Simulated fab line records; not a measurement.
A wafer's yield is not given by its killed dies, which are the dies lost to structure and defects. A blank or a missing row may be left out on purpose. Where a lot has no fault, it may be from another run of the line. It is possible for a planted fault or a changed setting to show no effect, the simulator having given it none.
fab line records	flow sfqLine
record: lots: 6	wafers: 18	lastDay: 87
route steps=325 shown L0@4 L0V@16 M0@28
lots with no fault: from the same line, run without faults
startH: start of the lot's first displayed wafer, in hours after the record's first day	waitH: how many hours have passed since the lot's step before this one	" repeats the value in the row above	L1.1+2: one row covering several wafers at once	- no value, or no start given	* or withheld: withheld	< > ~ a bound
route shown NAME@n: names a module that has steps shown in the file, with the first one's number in the route	usual: mean and standard deviation over wafers with no fault	same: alike in all rows	chamber/n: place in a boat	sites: the reading at each site	_std_site: standard deviation across them	_edge_site: outer sites' mean less inner sites'	radiusMm: for every site, how far away it sits from the centre of the wafer	mask NAME#n: copy n	behind: tool/chamber where the wafer was last shaped	hold: the reason the lot was held/the length of the hold in hours/how it ended	device: which transistor (n, p or np) failed to switch	end of line: the same wafers' tests at the end of the route	for a step that has no rows: nothing shown but its recipe	killed: count of dies lost to structure and defects at first sort (not the wafer's yield)	map: per-die view of a wafer (x killed, . not killed, _ where there is no die)
set.NAME: the setting that was run; set.NAME@STEP: the one run at that earlier step	model.NAME: the simulator's own value behind a step, which no gauge read
lots at some steps of the route; a table a step, a row a wafer
services: when a tool's chamber went out of use (startH, in hours from the record's first day, below 0 if earlier), for how many hours, and the reason
== steps ==
step: SFQ_L0_RS_MEAS_901
recipe: thkMeasGauge: four-point-probe	reads: MoNx_KI_of_TRILAYER_L0_DEP_SPUTTER_003
usual: L0_MONX_KI_RS: 43.5/0.61
lot.wafer	tool	chamber	startH	waitH	L0_MONX_KI_RS[ohm/sq]
L307.2	filmMetro-01	-	12.58	0.1	43.1
L307.3	"	-	"	"	43.7
L307.4	"	-	"	"	43.8
L309.1	filmMetro-02	-	22.56	0.0	42.7
L309.3	"	-	"	"	42.4
L309.5	"	-	"	"	42.8
L318.2	filmMetro-03	-	67.58	0.1	43.6
L318.4	"	-	"	"	44.4
L318.5	"	-	"	"	43.6
L319.2	filmMetro-01	-	72.58	0.1	44.0
L319.3	"	-	"	"	42.9
L319.5	"	-	"	"	43.1
L327.1	filmMetro-01	-	112.56	0.0	43.3
L327.5	"	-	"	"	43.5
L327.6	"	-	"	"	44.3
L328.2	filmMetro-02	-	117.58	0.1	44.6
L328.4	"	-	"	"	42.8
L328.6	"	-	"	"	42.9
step: SFQ_L0_THK_MEAS_902
recipe: thkMeasGauge: xrf	reads: MoNx_KI_of_TRILAYER_L0_DEP_SPUTTER_003
usual: L0_MONX_KI_THK: 40.5/0.6
lot.wafer	tool	chamber	startH	waitH	L0_MONX_KI_THK[nm]
L307.2	filmMetro-01	-	12.69	0.1	41.0
L307.3	"	-	"	"	40.6
L307.4	"	-	"	"	40.4
L309.1	filmMetro-02	-	22.68	0.1	41.3
L309.3	"	-	"	"	41.8
L309.5	"	-	"	"	41.0
L318.2	filmMetro-03	-	67.69	0.1	40.4
L318.4	"	-	"	"	39.4
L318.5	"	-	"	"	40.6
L319.2	filmMetro-01	-	72.69	0.1	40.4
L319.3	"	-	"	"	41.4
L319.5	"	-	"	"	41.3
L327.1	filmMetro-01	-	112.68	0.1	40.7
L327.5	"	-	"	"	40.4
L327.6	"	-	"	"	39.7
L328.2	filmMetro-02	-	117.69	0.1	39.5
L328.4	"	-	"	"	41.0
L328.6	"	-	"	"	40.8
step: SFQ_TRILAYER_L0_LITHO_COAT_010
recipe: resist: BARC	spinRpm: 3000	resistThkNm: 62
step: SFQ_TRILAYER_L0_LITHO_COAT_005
recipe: resist: KrF	spinRpm: 3000	resistThkNm: 600
step: SFQ_TRILAYER_L0_LITHO_SOFTBAKE_009
recipe: tempC: withheld	timeS: withheld	resist: KrF
step: SFQ_TRILAYER_L0_LITHO_EXPOSE_006
recipe: maskId: L0	na: 0.6	sourceShape: conventional	sigmaOuter: 0.65	targetCdNm: 2000	doseMj: 14.4
step: SFQ_TRILAYER_L0_LITHO_PEB_008
recipe: pebTempC: 115	pebTimeS: 60	resist: KrF
step: SFQ_TRILAYER_L0_LITHO_DEVELOP_007
recipe: timeS: 60	resist: KrF
step: SFQ_TRILAYER_L0_BARC_OPEN_METAL_ETCH_010
recipe: maskMaterial: PR	chemistry: O2	targetDepthNm: 125	target: BARC	icpW: 600	biasW: 80	pressureMtorr: 10	timeS: 41.7
usual: drypumpMotorCurrentA: 5.7/0.35	oesProductAu: 0.685/0.0052
lot.wafer	tool	chamber	startH	waitH	drypumpMotorCurrentA	oesProductAu	rfHoursCounterH
L307.2	rieMetal-02	0	81.78	0.1	5.6	0.679	12
L307.3	"	1	"	"	5.7	0.689	-
L307.4	"	0	"	"	5.7	0.686	-
L309.1	rieMetal-03	0	92.58	0.1	6.0	0.692	124
L309.3	"	0	"	"	5.9	0.692	-
L309.5	"	1	"	"	6.0	0.684	-
L318.2	rieMetal-03	1	145.66	0.1	6.0	0.692	14
L318.4	"	1	"	"	6.0	0.686	-
L318.5	"	1	"	"	6.0	0.687	-
L319.2	rieMetal-02	1	149.26	0.1	5.8	0.680	106
L319.3	"	0	"	"	5.6	0.692	-
L319.5	"	0	"	"	5.6	0.676	-
L327.1	rieMetal-03	0	191.26	0.1	5.9	0.680	142
L327.5	"	1	"	"	6.0	0.693	-
L327.6	"	0	"	"	5.9	0.685	-
L328.2	rieMetal-03	1	194.86	0.1	6.0	0.682	24
L328.4	"	0	"	"	5.9	0.674	-
L328.6	"	1	"	"	6.0	0.677	-
step: SFQ_TRILAYER_L0_ETCH_METAL_ETCH_008
recipe: target: MoNx_KI	stopOn: SiO2	maskMaterial: PR	chemistry: SF6/O2	targetDepthNm: 50	icpW: 600	biasW: 80	pressureMtorr: 10	timeS: 25
usual: drypumpMotorCurrentA: 5.7/0.35	oesProductAu: 0.873/0.009
lot.wafer	tool	chamber	startH	waitH	drypumpMotorCurrentA	oesProductAu	rfHoursCounterH
L307.2	rieMetal-02	0	81.84	0.0	5.6	0.885	12
L307.3	"	1	"	"	5.7	0.873	-
L307.4	"	0	"	"	5.6	0.877	-
L309.1	rieMetal-03	0	92.64	0.0	6.0	0.887	124
L309.3	"	0	"	"	5.9	0.888	-
L309.5	"	1	"	"	6.0	0.878	-
L318.2	rieMetal-03	1	145.72	0.0	6.0	0.868	14
L318.4	"	1	"	"	6.0	0.867	-
L318.5	"	1	"	"	6.0	0.872	-
L319.2	rieMetal-02	1	149.34	0.1	5.8	0.867	106
L319.3	"	0	"	"	5.6	0.884	-
L319.5	"	0	"	"	5.6	0.881	-
L327.1	rieMetal-03	0	191.32	0.0	5.9	0.880	142
L327.5	"	1	"	"	5.9	0.881	-
L327.6	"	0	"	"	6.0	0.869	-
L328.2	rieMetal-03	1	194.92	0.0	6.0	0.869	24
L328.4	"	0	"	"	5.9	0.880	-
L328.6	"	1	"	"	6.0	0.886	-
step: SFQ_TRILAYER_L0_STRIP_STRIP_009
recipe: gas: O2	powerW: 200	platenTempC: 40	overashFraction: 0.65	chemistry: O2	pressureMtorr: 50
usual: drypumpMotorCurrentA: 5.7/0.35	oesProductAu: 0.997/0.015
lot.wafer	tool	chamber	startH	waitH	drypumpMotorCurrentA	oesProductAu	rfHoursCounterH
L307.2	rieMetal-02	0	81.89	0.0	5.6	0.992	12
L307.3	"	1	"	"	5.8	0.976	-
L307.4	"	0	"	"	5.6	1.006	-
L309.1	rieMetal-03	0	92.69	0.0	5.9	0.987	124
L309.3	"	0	"	"	5.9	0.985	-
L309.5	"	1	"	"	5.9	1.008	-
L318.2	rieMetal-03	1	145.76	0.0	6.0	1.004	14
L318.4	"	1	"	"	6.0	1.004	-
L318.5	"	1	"	"	6.0	1.016	-
L319.2	rieMetal-02	1	149.40	0.0	5.8	0.982	106
L319.3	"	0	"	"	5.6	1.003	-
L319.5	"	0	"	"	5.6	1.006	-
L327.1	rieMetal-03	0	191.36	0.0	5.9	0.988	142
L327.5	"	1	"	"	5.9	1.029	-
L327.6	"	0	"	"	5.9	0.989	-
L328.2	rieMetal-03	1	194.96	0.0	6.0	1.024	24
L328.4	"	0	"	"	5.9	0.978	-
L328.6	"	1	"	"	5.9	1.025	-
step: SFQ_TRILAYER_L0_STRIP_SOLV_CLEAN_010
recipe: chemistry: NMP	tempC: 70	timeS: 600
step: SFQ_TRILAYER_L0_CAP_PECVD_011
recipe: material: SiO2	tempC: 150	timeS: 13.333	pressureTorr: 2.4	rfW: 183.3	precursor: SiH4/N2O	targetThkNm: 60
usual: heaterPowerW: 84/15	rfFwdPowerW: 179.9/1.1	throttleValvePct: 24.9/1.1
lot.wafer	tool	chamber	startH	waitH	heaterPowerW	rfFwdPowerW	throttleValvePct	model.SiO2_of_TRILAYER_L0_CAP_PECVD_011.thkNm
L307.2	pecvd-04	0	82.66	0.0	81	179.8	24.8	58.48
L307.3	"	2	"	"	68	181.0	24.9	57.89
L307.4	"	0	"	"	87	179.8	25.0	59.63
L309.1	pecvd-01	1	93.46	0.0	95	180.8	23.7	60.08
L309.3	"	0	"	"	68	178.9	24.1	59.08
L309.5	"	0	"	"	70	178.2	24.0	60.21
L318.2	pecvd-04	2	146.54	0.0	64	181.3	25.0	60
L318.4	"	2	"	"	64	181.6	25.1	60.29
L318.5	"	0	"	"	103	149.7	25.0	57.75
L319.2	pecvd-04	0	150.37	0.0	105	149.7	25.0	56.61
L319.3	"	1	"	"	85	178.4	24.8	61.56
L319.5	"	2	"	"	72	181.2	25.2	59.84
L327.1	pecvd-01	0	192.14	0.0	77	178.3	24.5	58.77
L327.5	"	2	"	"	80	179.4	25.1	60.95
L327.6	"	1	"	"	91	181.1	23.8	61.05
L328.2	pecvd-01	1	195.74	0.0	98	181.2	23.8	60.44
L328.4	"	1	"	"	95	181.0	23.8	62.19
L328.6	"	0	"	"	64	179.2	24.5	60.17
step: SFQ_TRILAYER_L0_VIA_LITHO_COAT_018
recipe: resist: BARC	spinRpm: 3000	resistThkNm: 62
step: SFQ_TRILAYER_L0_VIA_LITHO_COAT_013
recipe: resist: KrF	spinRpm: 3000	resistThkNm: 650
step: SFQ_TRILAYER_L0_VIA_LITHO_SOFTBAKE_017
recipe: tempC: withheld	timeS: withheld	resist: KrF
step: SFQ_TRILAYER_L0_VIA_LITHO_EXPOSE_014
recipe: maskId: L0V	na: 0.6	sourceShape: conventional	sigmaOuter: 0.65	targetCdNm: 700	doseMj: 21.3
step: SFQ_TRILAYER_L0_VIA_LITHO_PEB_016
recipe: pebTempC: 115	pebTimeS: 60	resist: KrF
step: SFQ_TRILAYER_L0_VIA_LITHO_DEVELOP_015
recipe: timeS: 60	resist: KrF
step: SFQ_L0V_OVL_MEAS_903
usual: L0V_OVL: -2/6.1
lot.wafer	tool	chamber	startH	waitH	L0V_OVL[nm]
L307.2	overlay-01	-	98.86	0.1	-1
L307.3	"	-	"	"	-8
L307.4	"	-	"	"	-2
L309.1	overlay-01	-	106.06	0.1	-7
L309.3	"	-	"	"	-2
L309.5	"	-	"	"	-3
L318.2	overlay-01	-	225.86	0.1	-12
L318.4	"	-	"	"	-8
L318.5	"	-	"	"	-5
L319.2	overlay-01	-	233.19	0.1	-13
L319.3	"	-	"	"	-5
L319.5	"	-	"	"	-2
L327.1	overlay-02	-	292.23	0.1	1
L327.5	"	-	"	"	-1
L327.6	"	-	"	"	2
L328.2	overlay-01	-	298.24	0.1	-8
L328.4	"	-	"	"	-8
L328.6	"	-	"	"	1
step: SFQ_TRILAYER_L0_VIA_BARC_OPEN_VIA_ETCH_021
recipe: maskMaterial: PR	chemistry: O2	targetDepthNm: 125	target: BARC	sourceW: 500	biasW: 80	pressureMtorr: 30	timeS: 41.7
usual: drypumpMotorCurrentA: 5.9/0.52	oesProductAu: 0.685/0.0044
lot.wafer	tool	chamber	startH	waitH	drypumpMotorCurrentA	oesProductAu	rfHoursCounterH
L307.2	rieDiel-03	3	98.89	0.0	6.3	0.680	116
L307.3	"	2	"	"	6.7	0.683	1
L307.4	"	1	"	"	5.2	0.693	0
L309.1	rieDiel-04	0	106.09	0.0	5.3	0.680	127
L309.3	"	1	"	"	6.0	0.678	144
L309.5	"	2	"	"	5.6	0.686	-
L318.2	rieDiel-03	2	225.89	0.0	6.7	0.687	2
L318.4	"	0	"	"	6.1	0.684	-
L318.5	"	2	"	"	6.7	0.683	-
L319.2	rieDiel-03	2	233.22	0.0	6.7	0.686	2
L319.3	"	3	"	"	6.3	0.684	118
L319.5	"	3	"	"	6.3	0.686	-
L327.1	rieDiel-03	3	292.27	0.0	6.3	0.688	119
L327.5	"	2	"	"	6.7	0.679	-
L327.6	"	3	"	"	6.3	0.676	-
L328.2	rieDiel-03	3	298.27	0.0	6.3	0.689	119
L328.4	"	2	"	"	6.7	0.686	3
L328.6	"	2	"	"	6.7	0.680	-
step: SFQ_TRILAYER_L0_VIA_ETCH_VIA_ETCH_016
recipe: target: SiO2	stopOn: MoNx_KI	maskMaterial: PR	chemistry: CHF3	targetDepthNm: 80	sourceW: 500	biasW: 80	pressureMtorr: 30	timeS: withheld
usual: drypumpMotorCurrentA: 5.9/0.52	oesProductAu: 0.843/0.0087
lot.wafer	tool	chamber	startH	waitH	drypumpMotorCurrentA	oesProductAu	model.etch.depthNm	model.L0V.featureDepthNm
L307.2	rieDiel-03	3	98.93	0.0	6.3	0.826	58.48	58.48
L307.3	"	2	"	"	6.7	0.830	57.89	57.89
L307.4	"	1	"	"	5.2	0.832	59.63	59.63
L309.1	rieDiel-04	0	106.13	0.0	5.3	0.841	60.08	60.08
L309.3	"	1	"	"	6.0	0.841	59.08	59.08
L309.5	"	2	"	"	5.6	0.845	60.21	60.21
L318.2	rieDiel-03	2	225.93	0.0	6.7	0.845	60	60
L318.4	"	0	"	"	6.1	0.842	60.29	60.29
L318.5	"	2	"	"	6.7	0.822	57.75	57.75
L319.2	rieDiel-03	2	233.26	0.0	6.7	0.811	56.61	56.61
L319.3	"	3	"	"	6.3	0.858	61.56	61.56
L319.5	"	3	"	"	6.3	0.836	59.84	59.84
L327.1	rieDiel-03	3	292.31	0.0	6.3	0.827	58.77	58.77
L327.5	"	2	"	"	6.7	0.849	60.95	60.95
L327.6	"	3	"	"	6.3	0.851	61.05	61.05
L328.2	rieDiel-03	3	298.31	0.0	6.3	0.843	60.44	60.44
L328.4	"	2	"	"	6.7	0.859	62.19	62.19
L328.6	"	2	"	"	6.7	0.837	60.17	60.17
step: SFQ_TRILAYER_L0_VIA_STRIP_STRIP_017
recipe: gas: O2	powerW: 200	platenTempC: 40	overashFraction: 0.65	chemistry: O2	pressureMtorr: 50
step: SFQ_TRILAYER_L0_VIA_STRIP_SOLV_CLEAN_018
recipe: chemistry: NMP	tempC: 70	timeS: 600
step: SFQ_TRILAYER_M0_DEP_PRE_CLEAN_020
recipe: gas: Ar	timeS: 15	biasV: 250
lot.wafer	tool	chamber	startH	waitH	model.SiO2_of_TRILAYER_L0_CAP_PECVD_011.thkNm
L307.2	pvdSputter-06	-	99.75	0.0	53.48
L307.3	"	-	"	"	52.89
L307.4	"	-	"	"	54.63
L309.1	pvdSputter-05	-	107.35	0.0	55.08
L309.3	"	-	"	"	54.08
L309.5	"	-	"	"	55.22
L318.2	pvdSputter-06	-	226.77	0.0	55
L318.4	"	-	"	"	55.29
L318.5	"	-	"	"	52.75
L319.2	pvdSputter-06	-	234.68	0.0	51.61
L319.3	"	-	"	"	56.56
L319.5	"	-	"	"	54.84
L327.1	pvdSputter-05	-	293.13	0.0	53.77
L327.5	"	-	"	"	55.95
L327.6	"	-	"	"	56.05
L328.2	pvdSputter-06	-	299.13	0.0	55.44
L328.4	"	-	"	"	57.19
L328.6	"	-	"	"	55.17
step: SFQ_TRILAYER_M0_DEP_SPUTTER_019
recipe: material: Nb	basePressurePa: 1.33e-06	chamberPressurePa: 0.1333	substrateTempC: 20	resputterCathodeVoltageV: 400	targetThkNm: 200	powerW: 2000	timeS: 133.3
usual: substrateTempC: 20.00/0.1	throttleValvePct: 30.0/1.4
lot.wafer	tool	chamber	startH	waitH	substrateTempC	throttleValvePct
L307.2	pvdSputter-06	-	99.78	0.0	20.07	27.3
L307.3	"	-	"	"	20.11	30.1
L307.4	"	-	"	"	19.97	29.8
L309.1	pvdSputter-05	-	107.38	0.0	19.83	30.8
L309.3	"	-	"	"	19.99	31.9
L309.5	"	-	"	"	20.08	31.9
L318.2	pvdSputter-06	-	226.79	0.0	19.88	30.0
L318.4	"	-	"	"	19.97	27.0
L318.5	"	-	"	"	19.89	29.7
L319.2	pvdSputter-06	-	234.70	0.0	20.08	30.2
L319.3	"	-	"	"	19.89	29.7
L319.5	"	-	"	"	20.12	27.0
L327.1	pvdSputter-05	-	293.15	0.0	19.87	30.5
L327.5	"	-	"	"	20.00	31.3
L327.6	"	-	"	"	20.38	31.9
L328.2	pvdSputter-06	-	299.15	0.0	19.98	30.1
L328.4	"	-	"	"	20.03	29.7
L328.6	"	-	"	"	20.06	29.5
== services ==
tool	chamber	startH	hours	kind
pvdSputter-05	-	73.31	6.0	repair
pvdSputter-05	-	80.55	19.7	repair
pvdSputter-05	-	87.02	6.4	repair
pecvd-01	2	88.27	1.9	repair
pecvd-04	-	122.34	1.0	repair
rieDiel-04	2	124.29	16.7	repair
pecvd-04	-	132.83	1.6	repair
pecvd-04	0	135.51	7.2	repair
rieDiel-04	0	140.51	4.0	repair
rieMetal-02	0	175.34	5.9	repair
rieDiel-04	1	181.61	4.5	repair
pecvd-04	-	194.25	14.0	pm
rieDiel-04	1	194.41	12.3	repair
pvdSputter-05	-	195.40	3.0	repair
pecvd-04	0	201.10	7.1	repair
pecvd-01	1	213.51	5.8	repair
pvdSputter-06	-	217.73	7.5	repair
rieDiel-03	1	225.50	9.2	repair
pecvd-01	-	229.70	5.5	pm
rieDiel-03	2	251.69	12.7	repair
rieMetal-02	0	255.51	19.2	repair
pecvd-01	0	268.60	20.9	repair
rieDiel-03	-	268.99	1.0	repair
rieDiel-04	-	287.86	0.7	repair
== key ==
firstSign: step: SFQ_TRILAYER_L0_CAP_PECVD_011	reading: rfFwdPowerW	direction: down	sigmas: 27	usual: 179.9	struck: 149.7
effect: step: SFQ_TRILAYER_L0_VIA_ETCH_VIA_ETCH_016	reading: oesProductAu	direction: down	sigmas: 3	usual: 0.843	struck: 0.817
modelEffect: step: SFQ_TRILAYER_L0_CAP_PECVD_011	value: SiO2_of_TRILAYER_L0_CAP_PECVD_011.thkNm	without: 60.24	struck: 57.18
modelEffect: step: SFQ_TRILAYER_L0_VIA_ETCH_VIA_ETCH_016	value: etch.depthNm	without: 60.24	struck: 57.18
modelEffect: step: SFQ_TRILAYER_M0_DEP_PRE_CLEAN_020	value: SiO2_of_TRILAYER_L0_CAP_PECVD_011.thkNm	without: 55.24	struck: 52.18
metAt SFQ_TRILAYER_L0_CAP_PECVD_011
struckWafers L318.5,L319.2
onsetBetween 82.66 146.54
fault: kind: processParameterDrift	tool: pecvd-04	chamber: 0	onsetH: 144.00	steps: SFQ_TRILAYER_L0_CAP_PECVD_011	channel: rfW	offset: -29.328	shape: step	endH: 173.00	actsIn: theseRecipesOnly	stated: 183.3
